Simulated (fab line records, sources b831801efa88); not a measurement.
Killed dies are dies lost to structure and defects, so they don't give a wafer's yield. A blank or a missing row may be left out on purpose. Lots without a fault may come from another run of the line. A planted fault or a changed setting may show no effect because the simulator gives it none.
fab line records | flow gf180mcu
record lots=5 wafers=15 last_day=34
route steps=602 shown V5@547 TOP_METAL@567
lots that met no fault: from a run of the same line without faults
start_h: hours from the record's first day to the start of the lot's first wafer shown | wait_h: hours since the lot's step before | " the same as in the row above | L1.1+2: a row that stands for several wafers | - no value, or no start given | * or withheld: withheld | < > ~ a bound
route shown NAME@n: a module of which the file shows steps, and the number in the route of the first | usual: mean/standard deviation of fault-free wafers | same: alike in all rows | chamber/n: place in a boat | sites: the reading at each site | _std_site: their standard deviation | _edge_site: outer sites' mean less inner sites' | radius_mm: how far each site lies from the wafer's centre | mask NAME#n: copy n | behind: the tool/chamber that last shaped the wafer | hold: why the lot was held/for how many hours/how that ended | device: the transistor (n, p or np) that didn't switch | end of line: the same wafers' tests at the end of the route | a step without rows: its recipe alone | killed: dies lost to structure and defects at the first sort, not the wafer's yield | map: a wafer's dies, x killed, . not, _ none there
set.NAME: the setting as run; set.NAME@STEP: as run at that earlier step | model.NAME: the simulator's own value behind a step, which no gauge read
lots at some steps of the route; a table a step, a row a wafer
services: from which hour (start_h, from the record's first day; less than 0 if before it) a tool's chamber was out of use, for how many hours, and why
## steps
# step GF_V5_HMDS_07
# recipe prime_time_s=60 prime_temp_c=120
# usual chill_plate_temp_C=22.99/0.098
# same prime_time_s=60
# columns lot.wafer tool chamber start_h wait_h chill_plate_temp_C
L074.1 litho_track-01 0 619.97 0.1 22.87
L074.2 " 0 " " 22.87
L074.3 " 0 " " 22.96
L075.4 litho_track-01 0 627.14 0.1 23.00
L075.5 " 0 " " 23.05
L075.6 " 0 " " 22.99
L087.3 litho_track-04 0 722.13 0.1 22.99
L087.4 " 0 " " 22.97
L087.5 " 0 " " 23.04
L088.3 litho_track-04 0 725.78 0.1 23.06
L088.4 " 0 " " 22.93
L088.6 " 0 " " 22.89
L097.1 litho_track-04 0 780.08 0.1 23.00
L097.3 " 0 " " 22.80
L097.4 " 0 " " 22.92
# step GF_V5_COAT_08
# recipe resist=BARC temp_c=withheld time_s=withheld spin_rpm=withheld resist_thk_nm=withheld
# usual chill_plate_temp_C=*
# columns lot.wafer tool chamber start_h wait_h chill_plate_temp_C
L074.1 litho_track-01 0 620.12 0.1 *
L074.2 " 0 " " *
L074.3 " 0 " " *
L075.4 litho_track-01 0 627.29 0.1 *
L075.5 " 0 " " *
L075.6 " 0 " " *
L087.3 litho_track-04 0 722.28 0.1 *
L087.4 " 0 " " *
L087.5 " 0 " " *
L088.3 litho_track-04 0 725.93 0.1 *
L088.4 " 0 " " *
L088.6 " 0 " " *
L097.1 litho_track-04 0 780.23 0.1 *
L097.3 " 0 " " *
L097.4 " 0 " " *
# step GF_V5_COAT_09
# recipe resist=KrF spin_rpm=withheld resist_thk_nm=1000
# usual chill_plate_temp_C=23.02/0.1
# columns lot.wafer tool chamber start_h wait_h chill_plate_temp_C
L074.1 litho_track-01 0 - - 22.95
L074.2 " 0 " " 23.09
L074.3 " 0 " " 23.12
L075.4 litho_track-01 0 - - 22.94
L075.5 " 0 " " 23.06
L075.6 " 0 " " 22.93
L087.3 litho_track-04 0 - - 23.06
L087.4 " 0 " " 23.06
L087.5 " 0 " " 23.10
L088.3 litho_track-04 0 - - 23.12
L088.4 " 0 " " 23.14
L088.6 " 0 " " 23.19
L097.1 litho_track-04 0 - - 22.93
L097.3 " 0 " " 23.04
L097.4 " 0 " " 23.06
# step GF_V5_SOFTBAKE_10
# recipe temp_c=128.7 time_s=60 resist=KrF
# usual chill_plate_temp_C=22.95/0.095
# same time_s=60
# columns lot.wafer tool chamber start_h wait_h chill_plate_temp_C
L074.1 litho_track-01 0 - - 22.91
L074.2 " 0 " " 22.90
L074.3 " 0 " " 22.96
L075.4 litho_track-01 0 - - 23.03
L075.5 " 0 " " 23.03
L075.6 " 0 " " 22.95
L087.3 litho_track-04 0 - - 23.03
L087.4 " 0 " " 22.95
L087.5 " 0 " " 22.79
L088.3 litho_track-04 0 - - 22.91
L088.4 " 0 " " 22.80
L088.6 " 0 " " 22.90
L097.1 litho_track-04 0 - - 22.79
L097.3 " 0 " " 22.83
L097.4 " 0 " " 22.88
# step GF_V5_EXPOSE_11
# recipe mask_id=Via5 target_cd_nm=260 na=0.68 source_shape=conventional sigma_outer=0.6 dose_mj=38
# usual stage_vel_mm_s=500.00/0.25
# same na=0.68
# columns lot.wafer tool chamber start_h wait_h mask stage_vel_mm_s
L074.1 krf_scanner-02 0 - - Via5#0 499.98
L074.2 " 0 " " Via5#0 499.81
L074.3 " 0 " " Via5#0 500.06
L075.4 krf_scanner-01 0 - - Via5#0 499.55
L075.5 " 0 " " Via5#0 499.55
L075.6 " 0 " " Via5#0 499.54
L087.3 krf_scanner-02 0 - - Via5#0 500.01
L087.4 " 0 " " Via5#0 499.88
L087.5 " 0 " " Via5#0 500.26
L088.3 krf_scanner-02 0 - - Via5#0 499.89
L088.4 " 0 " " Via5#0 499.95
L088.6 " 0 " " Via5#0 499.68
L097.1 krf_scanner-02 0 - - Via5#0 500.10
L097.3 " 0 " " Via5#0 500.09
L097.4 " 0 " " Via5#0 500.49
# step GF_V5_PEB_12
# recipe peb_temp_c=135 peb_time_s=90 resist=KrF
# usual chill_plate_temp_C=22.99/0.11
# columns lot.wafer tool chamber start_h wait_h chill_plate_temp_C
L074.1 litho_track-04 0 - - 22.99
L074.2 " 0 " " 23.05
L074.3 " 0 " " 23.05
L075.4 litho_track-01 0 - - 23.13
L075.5 " 0 " " 23.19
L075.6 " 0 " " 22.99
L087.3 litho_track-03 0 - - 23.09
L087.4 " 0 " " 23.08
L087.5 " 0 " " 22.95
L088.3 litho_track-03 0 - - 23.08
L088.4 " 0 " " 23.09
L088.6 " 0 " " 23.03
L097.1 litho_track-04 0 - - 22.81
L097.3 " 0 " " 22.93
L097.4 " 0 " " 22.88
# step GF_V5_DEVELOP_13
# recipe develop_time_s=60 resist=KrF dev_temp_c=21
# usual chill_plate_temp_C=22.98/0.12
# columns lot.wafer tool chamber start_h wait_h chill_plate_temp_C
L074.1 litho_track-04 0 630.73 0.2 23.00
L074.2 " 0 " " 23.03
L074.3 " 0 " " 23.03
L075.4 litho_track-01 0 637.54 0.1 23.09
L075.5 " 0 " " 22.97
L075.6 " 0 " " 23.25
L087.3 litho_track-03 0 731.15 0.1 23.05
L087.4 " 0 " " 22.89
L087.5 " 0 " " 22.98
L088.3 litho_track-03 0 735.20 0.1 22.96
L088.4 " 0 " " 22.98
L088.6 " 0 " " 22.83
L097.1 litho_track-04 0 788.23 0.2 23.10
L097.3 " 0 " " 22.98
L097.4 " 0 " " 23.00
# step GF_V5_CD_MEAS_14
# recipe target_cd_nm=260
# usual cd_nm=259.8/1.2
# columns lot.wafer tool chamber start_h wait_h cd_nm
L074.1 cd_sem-01 - 630.88 0.1 260.3
L074.2 " - " " 260.5
L074.3 " - " " 261.6
L075.4 cd_sem-02 - 637.68 0.1 258.2
L075.5 " - " " 259.3
L075.6 " - " " 259.8
L087.3 cd_sem-02 - 731.29 0.1 260.6
L087.4 " - " " 260.7
L087.5 " - " " 260.3
L088.3 cd_sem-01 - 735.34 0.1 260.4
L088.4 " - " " 261.3
L088.6 " - " " 260.7
L097.1 cd_sem-02 - 788.38 0.1 260.3
L097.3 " - " " 259.1
L097.4 " - " " 259.7
# step GF_V5_OVL_MEAS_15
# usual V5_OVL=1/5.3
# columns lot.wafer tool chamber start_h wait_h V5_OVL[nm]
L074.1 overlay-02 - 631.00 0.1 12
L074.2 " - " " 6
L074.3 " - " " 8
L075.4 overlay-01 - 637.76 0.1 5
L075.5 " - " " -3
L075.6 " - " " 5
L087.3 overlay-01 - 731.38 0.1 -7
L087.4 " - " " -10
L087.5 " - " " -5
L088.3 overlay-02 - 735.43 0.1 2
L088.4 " - " " -3
L088.6 " - " " -3
L097.1 overlay-01 - 788.50 0.1 2
L097.3 " - " " -8
L097.4 " - " " -3
# step GF_V5_ETCH_16
# recipe chemistry=N2/H2 target_depth_a=withheld overetch_a=withheld time_s=withheld target=BARC ion_energy_ev=200 source_w=500 bias_w=100 pressure_mtorr=30 n2_flow_sccm=100 h2_flow_sccm=200
# usual drypump_motor_current_A=5.6/0.55 oes_product_au=0.853/0.0046 rf_fwd_power_W=495.1/2.1 throttle_valve_pct=13.223/0.0097
# columns lot.wafer tool chamber start_h wait_h drypump_motor_current_A oes_product_au rf_fwd_power_W throttle_valve_pct
L074.1 rie_diel-03 2 631.04 0.0 5.1 0.850 495.3 13.219
L074.2 " 3 " " 5.5 0.852 496.2 13.240
L074.3 " 0 " " 5.0 0.855 496.0 13.225
L075.4 rie_diel-04 1 637.80 0.0 5.0 0.849 490.0 13.229
L075.5 " 3 " " 5.4 0.858 496.4 13.202
L075.6 " 2 " " 5.4 0.860 494.5 13.222
L087.3 rie_diel-02 1 731.40 0.0 5.3 0.848 491.9 13.223
L087.4 " 2 " " 6.2 0.857 494.4 13.216
L087.5 " 3 " " 6.0 0.852 500.3 13.213
L088.3 rie_diel-03 0 735.45 0.0 5.0 0.849 492.9 13.223
L088.4 " 1 " " 6.4 0.853 496.3 13.202
L088.6 " 3 " " 5.5 0.847 499.0 13.233
L097.1 rie_diel-02 1 788.54 0.0 5.3 0.853 495.5 13.233
L097.3 " 0 " " 5.7 0.845 492.2 13.237
L097.4 " 3 " " 6.0 0.850 497.9 13.212
# step GF_V5_ETCH_17
# recipe chemistry=C4F8/O2/Ar mask_material=KrF target=SiO2 stop_on=TiN source_w=1500 bias_w=1200 pressure_mtorr=40 c4f8_flow_sccm=withheld O2_flow_sccm=6 Ar_flow_sccm=300 time_s=withheld target_depth_a=8550
# usual oes_product_au=0.860/0.0048 rf_fwd_power_W=1494/5
# columns lot.wafer tool chamber start_h wait_h oes_product_au rf_fwd_power_W
L074.1 rie_diel-03 2 - - 0.862 1495
L074.2 " 3 " " 0.857 1498
L074.3 " 0 " " 0.864 1496
L075.4 rie_diel-04 1 - - 0.858 1488
L075.5 " 3 " " 0.859 1507
L075.6 " 2 " " 0.860 1483
L087.3 rie_diel-02 1 - - 0.864 1487
L087.4 " 2 " " 0.857 1486
L087.5 " 3 " " 0.868 1492
L088.3 rie_diel-03 0 - - 0.862 1493
L088.4 " 1 " " 0.860 1493
L088.6 " 3 " " 0.864 1501
L097.1 rie_diel-02 1 - - 0.855 1493
L097.3 " 0 " " 0.855 1502
L097.4 " 3 " " 0.861 1497
# step GF_V5_STRIP_18
# recipe chemistry=O2/N2 power_w=1400 pressure_mtorr=1500 platen_temp_c=250 o2_flow_sccm=3000 n2_flow_sccm=300 overash_fraction=0.5
# usual drypump_motor_current_A=5.9/0.51 heater_power_w=322/46 oes_product_au=0.570/0.0057
# columns lot.wafer tool chamber start_h wait_h drypump_motor_current_A heater_power_w oes_product_au rf_hours_counter_h
L074.1 plasma_asher-01 0 631.19 - 5.4 328 0.568 51
L074.2 " 1 " " 6.1 302 0.561 51
L074.3 " 0 " " 5.4 327 0.568 -
L075.4 plasma_asher-04 1 637.96 - 6.2 332 0.570 -
L075.5 " 0 " " 5.1 318 0.574 -
L075.6 " 1 " " 6.3 334 0.557 -
L087.3 plasma_asher-01 0 731.59 - 5.4 323 0.573 -
L087.4 " 1 " " 6.1 312 0.569 -
L087.5 " 1 " " 6.1 316 0.559 -
L088.3 plasma_asher-03 0 735.64 - 6.1 248 0.581 -
L088.4 " 1 " " 6.7 403 0.568 -
L088.6 " 1 " " 6.7 411 0.576 -
L097.1 plasma_asher-04 1 788.69 - 6.2 340 0.569 5
L097.3 " 0 " " 5.1 321 0.563 -
L097.4 " 1 " " 6.2 346 0.570 -
# step GF_V5_STRIP_19
# recipe chemistry=post_etch_residue_remover time_s=1200 temp_c=72.5
# same time_s=1200
# columns lot.wafer tool chamber start_h wait_h
L074.1+2+3 wet_bench-04 2 631.29 0.1
L075.4+5+6 wet_bench-02 3 638.09 0.1
L087.3+4+5 wet_bench-03 0 731.66 0.0
L088.3+4+6 wet_bench-03 3 735.71 0.0
L097.1+3+4 wet_bench-04 2 788.79 0.1
# step GF_V5_CLEAN_20
# recipe chemistry=DIW dry=n2_spin
# columns lot.wafer tool chamber start_h wait_h
L074.1+2+3 wet_bench-04 2 631.63 0.0
L075.4+5+6 wet_bench-02 2 638.53 0.1
L087.3+4+5 wet_bench-04 2 732.00 0.0
L088.3+4+6 wet_bench-04 2 736.08 0.0
L097.1+3+4 wet_bench-02 2 789.13 0.0
# step GF_V5_SPUTTER_21
# recipe material=Ti target_thk_nm=15 chamber_pressure_pa=5 power_w=2500 substrate_temp_c=200 time_s=80.02
# usual throttle_valve_pct=29.8/0.86
# same time_s=80.02
# columns lot.wafer tool chamber start_h wait_h throttle_valve_pct
L074.1 pvd_sputter-02 - 631.72 0.0 27.5
L074.2 " - " " 30.2
L074.3 " - " " 30.7
L075.4 pvd_sputter-02 - 638.62 0.0 30.8
L075.5 " - " " 30.2
L075.6 " - " " 30.8
L087.3 pvd_sputter-04 - 732.09 0.0 31.8
L087.4 " - " " 29.1
L087.5 " - " " 28.4
L088.3 pvd_sputter-02 - 736.17 0.0 27.8
L088.4 " - " " 27.6
L088.6 " - " " 30.7
L097.1 pvd_sputter-03 - 789.22 0.0 29.6
L097.3 " - " " 29.5
L097.4 " - " " 30.0
# step GF_V5_SPUTTER_22
# recipe material=TiN target_thk_nm=10 chamber_pressure_pa=5 power_w=4000 time_s=40
# usual throttle_valve_pct=29.8/0.87
# same time_s=40
# columns lot.wafer tool chamber start_h wait_h throttle_valve_pct
L074.1 pvd_sputter-02 - 631.79 0.0 27.7
L074.2 " - " " 30.2
L074.3 " - " " 30.7
L075.4 pvd_sputter-02 - 638.68 0.0 30.6
L075.5 " - " " 30.4
L075.6 " - " " 30.5
L087.3 pvd_sputter-04 - 732.15 0.0 31.8
L087.4 " - " " 29.2
L087.5 " - " " 28.8
L088.3 pvd_sputter-02 - 736.23 0.0 27.7
L088.4 " - " " 27.8
L088.6 " - " " 30.5
L097.1 pvd_sputter-03 - 789.28 0.0 29.9
L097.3 " - " " 29.0
L097.4 " - " " 30.0
# step GF_V5_CVD_23
# recipe material=W target_thk_nm=350 time_s=104.9 temp_c=400 pressure_torr=40
# usual heater_power_w=900/110
# same time_s=104.9
# columns lot.wafer tool chamber start_h wait_h heater_power_w since_wet_clean_h
L074.1 cvd_w-02 0 631.82 0.0 920 228
L074.2 " 1 " " 932 228
L074.3 " 0 " " 940 -
L075.4 cvd_w-02 0 638.76 0.1 918 -
L075.5 " 1 " " 902 -
L075.6 " 0 " " 922 -
L087.3 cvd_w-01 1 732.23 0.1 715 -
L087.4 " 0 " " 1007 -
L087.5 " 0 " " 1019 -
L088.3 cvd_w-01 1 736.31 0.1 727 -
L088.4 " 0 " " 1008 -
L088.6 " 1 " " 722 -
L097.1 cvd_w-02 0 789.32 0.0 928 385
L097.3 " 0 " " 927 -
L097.4 " 1 " " 924 -
# step GF_V5_RS_MEAS_24
# recipe thk_meas_gauge=four-point-probe reads=W_of_V5_CVD_23+TiN_of_V5_SPUTTER_22+Ti_of_V5_SPUTTER_21
# usual V5_W_RS=0.321/0.007
# columns lot.wafer tool chamber start_h wait_h V5_W_RS[ohm/sq]
L074.1 film_metro-03 - 631.94 0.1 0.326
L074.2 " - " " 0.312
L074.3 " - " " 0.329
L075.4 film_metro-04 - 638.89 0.1 0.324
L075.5 " - " " 0.312
L075.6 " - " " 0.324
L087.3 film_metro-02 - 732.34 0.1 0.321
L087.4 " - " " 0.336
L087.5 " - " " 0.329
L088.3 film_metro-04 - 736.42 0.1 0.315
L088.4 " - " " 0.332
L088.6 " - " " 0.320
L097.1 film_metro-04 - 789.44 0.1 0.336
L097.3 " - " " 0.330
L097.4 " - " " 0.315
# step GF_V5_THK_MEAS_25
# recipe thk_meas_gauge=xrf reads=W_of_V5_CVD_23
# usual V5_W_THK=355/8.3
# columns lot.wafer tool chamber start_h wait_h V5_W_THK[nm]
L074.1 film_metro-03 - 632.06 0.1 349
L074.2 " - " " 365
L074.3 " - " " 344
L075.4 film_metro-04 - 638.98 0.1 346
L075.5 " - " " 361
L075.6 " - " " 345
L087.3 film_metro-02 - 732.44 0.1 362
L087.4 " - " " 344
L087.5 " - " " 351
L088.3 film_metro-04 - 736.52 0.1 357
L088.4 " - " " 342
L088.6 " - " " 354
L097.1 film_metro-04 - 789.56 0.1 338
L097.3 " - " " 343
L097.4 " - " " 359
# step GF_V5_CMP_26
# recipe stop_on=SiO2 down_force_psi=3.5 platen_rpm=60 t_overpolish_s=15 target_thk_nm=0 pad_velocity_m_s=0.94248
# usual motor_current_A=10.9/0.77 overpolish_run_s=15.000/0.0084 time_to_endpoint_s=86/5.1
# columns lot.wafer tool chamber start_h wait_h motor_current_A overpolish_run_s time_to_endpoint_s
L074.2 cmp-02 2 632.12 0.0 11.0 14.996 87
L074.3 " 3 " " 12.1 14.993 76
L074.1 " 0 " " 11.5 15.003 82
L075.4 cmp-01 3 639.09 0.1 11.8 15.004 83
L075.6 " 3 " " 11.9 15.000 80
L075.5 " 0 " " 10.4 14.995 90
L087.3 cmp-01 1 732.48 0.0 10.9 15.017 87
L087.4 " 0 " " 9.7 15.001 87
L087.5 " 1 " " 11.2 14.999 82
L088.3 cmp-02 0 736.66 0.1 11.1 15.013 90
L088.4 " 1 " " 10.2 15.009 87
L088.6 " 2 " " 10.4 15.011 89
L097.3 cmp-01 2 789.62 0.0 11.2 14.990 86
L097.1 " 0 " " 10.5 14.994 85
L097.4 " 1 " " 11.0 15.000 87
# step GF_TOP_METAL_SPUTTER_00
# recipe material=Ti target_thk_nm=37.5 arriving_ion_energy_ev=80 substrate_temp_c=200 chamber_pressure_pa=2 power_w=4000 time_s=150
# usual throttle_valve_pct=30.1/0.82
# same time_s=150
# columns lot.wafer tool chamber start_h wait_h throttle_valve_pct
L074.1 pvd_sputter-03 - 632.42 0.1 29.5
L074.2 " - " " 29.8
L074.3 " - " " 28.8
L075.4 pvd_sputter-01 - 639.39 0.2 30.2
L075.5 " - " " 30.3
L075.6 " - " " 30.8
L087.3 pvd_sputter-01 - 732.78 0.2 30.9
L087.4 " - " " 30.5
L087.5 " - " " 30.5
L088.3 pvd_sputter-04 - 736.86 0.1 30.5
L088.4 " - " " 29.3
L088.6 " - " " 31.8
L097.1 pvd_sputter-01 - 789.92 0.1 30.3
L097.3 " - " " 31.0
L097.4 " - " " 30.3
# step GF_TOP_METAL_SPUTTER_01
# recipe material=TiN target_thk_nm=30 power_w=6500 time_s=25 chamber_pressure_pa=0.4
# usual throttle_valve_pct=30.1/0.8
# same time_s=25
# columns lot.wafer tool chamber start_h wait_h throttle_valve_pct
L074.1 pvd_sputter-03 - 632.52 0.1 29.5
L074.2 " - " " 30.2
L074.3 " - " " 29.1
L075.4 pvd_sputter-01 - 639.49 0.1 30.2
L075.5 " - " " 30.3
L075.6 " - " " 30.6
L087.3 pvd_sputter-01 - 732.88 0.1 30.8
L087.4 " - " " 30.3
L087.5 " - " " 30.4
L088.3 pvd_sputter-04 - 736.96 0.1 30.4
L088.4 " - " " 29.4
L088.6 " - " " 31.7
L097.1 pvd_sputter-01 - 790.02 0.1 30.6
L097.3 " - " " 30.9
L097.4 " - " " 30.2
# step GF_TOP_METAL_SPUTTER_02
# recipe material=AlCu target_thk_nm=900 power_w=10600 chamber_pressure_pa=0.3 substrate_temp_c=250 gas=Ar time_s=47.82
# usual throttle_valve_pct=30.1/0.81
# same time_s=47.82
# columns lot.wafer tool chamber start_h wait_h throttle_valve_pct
L074.1 pvd_sputter-03 - 632.55 0.0 29.5
L074.2 " - " " 30.2
L074.3 " - " " 29.1
L075.4 pvd_sputter-01 - 639.52 0.0 30.2
L075.5 " - " " 30.3
L075.6 " - " " 31.1
L087.3 pvd_sputter-01 - 732.91 0.0 30.8
L087.4 " - " " 30.4
L087.5 " - " " 30.3
L088.3 pvd_sputter-04 - 736.99 0.0 30.3
L088.4 " - " " 29.5
L088.6 " - " " 31.9
L097.1 pvd_sputter-01 - 790.05 0.0 30.3
L097.3 " - " " 31.0
L097.4 " - " " 30.4
# step GF_TOP_METAL_SPUTTER_03
# recipe material=Ti target_thk_nm=5 substrate_temp_c=300 chamber_pressure_pa=0.3 power_w=3000 time_s=3.3
# usual throttle_valve_pct=30.1/0.8
# same time_s=3.3
# columns lot.wafer tool chamber start_h wait_h throttle_valve_pct
L074.1 pvd_sputter-03 - 632.59 0.0 29.7
L074.2 " - " " 29.7
L074.3 " - " " 29.4
L075.4 pvd_sputter-01 - 639.56 0.0 30.2
L075.5 " - " " 30.1
L075.6 " - " " 31.1
L087.3 pvd_sputter-01 - 732.96 0.0 31.1
L087.4 " - " " 30.3
L087.5 " - " " 30.2
L088.3 pvd_sputter-04 - 737.04 0.0 30.3
L088.4 " - " " 29.2
L088.6 " - " " 31.8
L097.1 pvd_sputter-01 - 790.09 0.0 30.4
L097.3 " - " " 30.8
L097.4 " - " " 30.0
# step GF_TOP_METAL_SPUTTER_04
# recipe material=TiN target_thk_nm=25 power_w=6500 time_s=20.8 chamber_pressure_pa=0.4
# usual throttle_valve_pct=30.0/0.8
# same time_s=20.8
# columns lot.wafer tool chamber start_h wait_h throttle_valve_pct
L074.1 pvd_sputter-03 - 632.61 0.0 29.6
L074.2 " - " " 29.9
L074.3 " - " " 29.2
L075.4 pvd_sputter-01 - 639.58 0.0 30.4
L075.5 " - " " 30.3
L075.6 " - " " 31.0
L087.3 pvd_sputter-01 - 732.97 0.0 31.0
L087.4 " - " " 30.4
L087.5 " - " " 30.3
L088.3 pvd_sputter-04 - 737.06 0.0 30.2
L088.4 " - " " 29.1
L088.6 " - " " 31.8
L097.1 pvd_sputter-01 - 790.11 0.0 30.0
L097.3 " - " " 30.8
L097.4 " - " " 30.6
# step GF_TOP_METAL_RS_MEAS_05
# recipe thk_meas_gauge=four-point-probe reads=TiN_of_TOP_METAL_SPUTTER_04+Ti_of_TOP_METAL_SPUTTER_03+AlCu_of_TOP_METAL_SPUTTER_02+TiN_of_TOP_METAL_SPUTTER_01+Ti_of_TOP_METAL_SPUTTER_00
# usual TOP_METAL_ALCU_RS=0.0326/0.00035
# columns lot.wafer tool chamber start_h wait_h TOP_METAL_ALCU_RS[ohm/sq]
L074.1 film_metro-04 - 632.64 0.0 0.0325
L074.2 " - " " 0.0327
L074.3 " - " " 0.0328
L075.4 film_metro-04 - 639.67 0.1 0.0324
L075.5 " - " " 0.0323
L075.6 " - " " 0.0321
L087.3 film_metro-04 - 733.04 0.1 0.0325
L087.4 " - " " 0.0329
L087.5 " - " " 0.0329
L088.3 film_metro-02 - 737.12 0.1 0.0330
L088.4 " - " " 0.0331
L088.6 " - " " 0.0327
L097.1 film_metro-01 - 790.14 0.0 0.0326
L097.3 " - " " 0.0319
L097.4 " - " " 0.0328
# step GF_TOP_METAL_THK_MEAS_06
# recipe thk_meas_gauge=xrf reads=AlCu_of_TOP_METAL_SPUTTER_02
# usual TOP_METAL_ALCU_THK=928/12
# columns lot.wafer tool chamber start_h wait_h TOP_METAL_ALCU_THK[nm]
L074.1 film_metro-04 - 632.76 0.1 938
L074.2 " - " " 936
L074.3 " - " " 931
L075.4 film_metro-04 - 639.76 0.1 940
L075.5 " - " " 943
L075.6 " - " " 946
L087.3 film_metro-04 - 733.14 0.1 931
L087.4 " - " " 917
L087.5 " - " " 919
L088.3 film_metro-02 - 737.22 0.1 923
L088.4 " - " " 919
L088.6 " - " " 931
L097.1 film_metro-01 - 790.26 0.1 930
L097.3 " - " " 953
L097.4 " - " " 927
# step GF_TOP_METAL_DEHYDRATE_07
# recipe temp_c=200 time_s=60
# usual chill_plate_temp_C=23.00/0.095
# same time_s=60
# columns lot.wafer tool chamber start_h wait_h chill_plate_temp_C
L074.1 litho_track-02 0 641.65 8.9 23.02
L074.2 " 0 " " 23.10
L074.3 " 0 " " 23.00
L075.4 litho_track-04 0 648.96 9.2 23.13
L075.5 " 0 " " 23.05
L075.6 " 0 " " 23.11
L087.3 litho_track-02 0 741.20 8.0 22.98
L087.4 " 0 " " 22.94
L087.5 " 0 " " 22.94
L088.3 litho_track-02 0 745.40 8.2 22.88
L088.4 " 0 " " 22.87
L088.6 " 0 " " 22.90
L097.1 litho_track-04 0 797.13 6.9 23.11
L097.3 " 0 " " 23.16
L097.4 " 0 " " 23.08
# step GF_TOP_METAL_HMDS_08
# recipe prime_time_s=60 prime_temp_c=120
# usual chill_plate_temp_C=22.98/0.11
# same prime_time_s=60
# columns lot.wafer tool chamber start_h wait_h chill_plate_temp_C
L074.1 litho_track-02 0 641.80 0.1 22.96
L074.2 " 0 " " 23.00
L074.3 " 0 " " 23.02
L075.4 litho_track-04 0 649.11 0.1 22.87
L075.5 " 0 " " 23.04
L075.6 " 0 " " 22.98
L087.3 litho_track-02 0 741.35 0.1 22.99
L087.4 " 0 " " 22.84
L087.5 " 0 " " 22.77
L088.3 litho_track-02 0 745.55 0.1 22.98
L088.4 " 0 " " 23.21
L088.6 " 0 " " 23.06
L097.1 litho_track-04 0 797.28 0.1 22.94
L097.3 " 0 " " 22.87
L097.4 " 0 " " 23.02
# step GF_TOP_METAL_COAT_09
# recipe resist=NOVOLAK spin_rpm=3000 resist_thk_nm=1500
# usual chill_plate_temp_C=23.01/0.096
# columns lot.wafer tool chamber start_h wait_h chill_plate_temp_C
L074.1 litho_track-02 0 641.95 0.1 22.92
L074.2 " 0 " " 23.10
L074.3 " 0 " " 23.04
L075.4 litho_track-04 0 649.26 0.1 23.06
L075.5 " 0 " " 23.08
L075.6 " 0 " " 22.96
L087.3 litho_track-02 0 741.50 0.1 22.96
L087.4 " 0 " " 23.00
L087.5 " 0 " " 22.96
L088.3 litho_track-02 0 745.70 0.1 23.03
L088.4 " 0 " " 22.99
L088.6 " 0 " " 23.06
L097.1 litho_track-04 0 797.43 0.1 23.01
L097.3 " 0 " " 22.98
L097.4 " 0 " " 23.07
# step GF_TOP_METAL_SOFTBAKE_10
# recipe temp_c=90 time_s=60 resist=NOVOLAK
# usual chill_plate_temp_C=23.00/0.1
# same time_s=60
# columns lot.wafer tool chamber start_h wait_h chill_plate_temp_C
L074.1 litho_track-02 0 642.10 0.1 22.92
L074.2 " 0 " " 22.93
L074.3 " 0 " " 23.10
L075.4 litho_track-04 0 649.41 0.1 23.00
L075.5 " 0 " " 22.94
L075.6 " 0 " " 23.05
L087.3 litho_track-02 0 741.65 0.1 22.90
L087.4 " 0 " " 22.97
L087.5 " 0 " " 22.86
L088.3 litho_track-02 0 745.85 0.1 22.88
L088.4 " 0 " " 23.19
L088.6 " 0 " " 23.03
L097.1 litho_track-04 0 797.58 0.1 22.93
L097.3 " 0 " " 22.88
L097.4 " 0 " " 22.92
# step GF_TOP_METAL_EXPOSE_11
# recipe mask_id=MetalTop target_cd_nm=440 na=0.6 source_shape=conventional sigma_outer=0.6 dose_mj=170
# usual stage_vel_mm_s=499.95/0.24
# same na=0.6
# columns lot.wafer tool chamber start_h wait_h mask stage_vel_mm_s
L074.1 iline_stepper-02 0 - - MetalTop#0 499.87
L074.2 " 0 " " MetalTop#0 499.73
L074.3 " 0 " " MetalTop#0 500.14
L075.4 iline_stepper-02 0 - - MetalTop#0 500.14
L075.5 " 0 " " MetalTop#0 500.06
L075.6 " 0 " " MetalTop#0 499.87
L087.3 iline_stepper-01 0 - - MetalTop#0 500.36
L087.4 " 0 " " MetalTop#0 499.90
L087.5 " 0 " " MetalTop#0 499.91
L088.3 iline_stepper-02 0 - - MetalTop#0 499.95
L088.4 " 0 " " MetalTop#0 499.81
L088.6 " 0 " " MetalTop#0 500.22
L097.1 iline_stepper-01 0 - - MetalTop#0 500.27
L097.3 " 0 " " MetalTop#0 500.07
L097.4 " 0 " " MetalTop#0 499.92
# step GF_TOP_METAL_PEB_12
# recipe temp_c=withheld time_s=* resist=NOVOLAK
# usual chill_plate_temp_C=*
# same time_s=*
# columns lot.wafer tool chamber start_h wait_h chill_plate_temp_C
L074.1 litho_track-04 0 - - *
L074.2 " 0 " " *
L074.3 " 0 " " *
L075.4 litho_track-02 0 - - *
L075.5 " 0 " " *
L075.6 " 0 " " *
L087.3 litho_track-04 0 - - *
L087.4 " 0 " " *
L087.5 " 0 " " *
L088.3 litho_track-01 0 - - *
L088.4 " 0 " " *
L088.6 " 0 " " *
L097.1 litho_track-04 0 - - *
L097.3 " 0 " " *
L097.4 " 0 " " *
# step GF_TOP_METAL_DEVELOP_13
# recipe develop_time_s=60 dev_temp_c=23
# usual chill_plate_temp_C=22.99/0.1
# columns lot.wafer tool chamber start_h wait_h chill_plate_temp_C
L074.1 litho_track-04 0 651.88 0.1 23.06
L074.2 " 0 " " 23.00
L074.3 " 0 " " 22.91
L075.4 litho_track-02 0 658.78 0.1 22.97
L075.5 " 0 " " 23.03
L075.6 " 0 " " 23.06
L087.3 litho_track-04 0 750.08 0.1 22.94
L087.4 " 0 " " 23.00
L087.5 " 0 " " 23.01
L088.3 litho_track-01 0 754.56 0.1 23.11
L088.4 " 0 " " 23.09
L088.6 " 0 " " 23.01
L097.1 litho_track-04 0 805.03 0.1 22.90
L097.3 " 0 " " 23.07
L097.4 " 0 " " 23.02
## services
# columns tool chamber start_h hours kind
krf_scanner-02 - 598.76 0.8 pm
iline_stepper-02 - 602.24 2.1 pm
pvd_sputter-02 - 602.87 5.4 repair
wet_bench-03 - 604.13 75.9 pm
cmp-01 - 618.24 6.8 pm
rie_diel-03 3 633.57 10.1 repair
pvd_sputter-03 - 641.78 1.8 repair
krf_scanner-02 - 643.41 1.3 pm
cmp-01 - 647.08 0.4 repair
krf_scanner-02 - 656.03 1.0 pm
iline_stepper-02 - 658.54 14.3 repair
rie_diel-02 3 667.13 6.8 repair
pvd_sputter-04 - 675.54 7.7 repair
cvd_w-02 0 678.82 4.0 repair
pvd_sputter-02 - 693.79 6.3 repair
iline_stepper-02 - 705.00 1.7 pm
rie_diel-03 1 722.48 6.7 repair
cmp-01 - 744.29 4.0 pm
pvd_sputter-01 - 746.95 3.4 repair
rie_diel-02 0 747.55 12.4 repair
cmp-01 - 753.03 6.0 pm
cmp-01 - 763.43 1.7 repair
krf_scanner-02 - 767.56 0.8 pm
krf_scanner-02 - 779.25 0.2 repair
## key
fault none
